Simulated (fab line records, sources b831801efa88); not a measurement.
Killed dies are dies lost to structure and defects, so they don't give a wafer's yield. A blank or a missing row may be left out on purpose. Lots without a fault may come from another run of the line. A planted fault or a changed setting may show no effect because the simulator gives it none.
Which tool did it? | flow gf180mcu | 12 lots, 36 wafers sampled, at 1 step of a route of 602

WHAT THE GAUGES READ, wafer by wafer
GF_VT_IMPLANT_TW_MEAS_43.
lot  | measured     | on            | VT_IMPLANT_4_TW
L166 | day 7 14:14  | film_metro-01 | 685 688 688
L168 | day 8 01:35  | film_metro-03 | 679 677 678
L170 | day 8 16:13  | film_metro-02 | 692 695 697
L172 | day 9 04:54  | film_metro-03 | 680 679 681
L173 | day 9 11:53  | film_metro-02 | 695 697 693
L174 | day 9 18:35  | film_metro-02 | 697 697 699
L175 | day 10 01:44 | film_metro-01 | 686 682 682
L180 | day 11 11:20 | film_metro-01 | 682 684 682
L182 | day 12 03:33 | film_metro-02 | 698 695 695
L186 | day 13 03:18 | film_metro-03 | 674 677 677
L187 | day 13 11:07 | film_metro-01 | 682 684 681
L188 | day 13 16:53 | film_metro-02 | 697 696 697

WHICH TOOL RAN EACH LOT (tool, then ch and the chambers of the sampled wafers, then the start)
The record holds no process step before these readings.

WHAT THE TOOLS THEMSELVES READ (means of the sampled wafers that have a number; where no wafer has one, the mark that the record gives instead)
The record holds no such reading with a usual standard deviation.

THE ANSWER, worked out from the rows above alone
Rule: what is usual is taken from the lots themselves. Put in order of their means at a reading, lots are off if they are a third of the lots or fewer, leave a main group of 4 or more, and stand apart from it by a gap of 3 or more times the standard deviation of the main group's means; of several such gaps the widest counts. A main group whose means are all the same, to the digits that the tables above print for the reading, isn't used. A lot without any number at a reading at which 4 lots or more have one is off too. The other lots that the step has rows for count as sound. The gauges are gone through in route order, then the tools' own readings, and for those a lot's mean is taken as printed above. The first step at which some lot is off is used, and at that step the reading that is off furthest; a lot without a number counts as furthest.
No lot is off at any reading shown: from this, nothing can be told.

WHAT THE SIMULATOR HAD PUT IN
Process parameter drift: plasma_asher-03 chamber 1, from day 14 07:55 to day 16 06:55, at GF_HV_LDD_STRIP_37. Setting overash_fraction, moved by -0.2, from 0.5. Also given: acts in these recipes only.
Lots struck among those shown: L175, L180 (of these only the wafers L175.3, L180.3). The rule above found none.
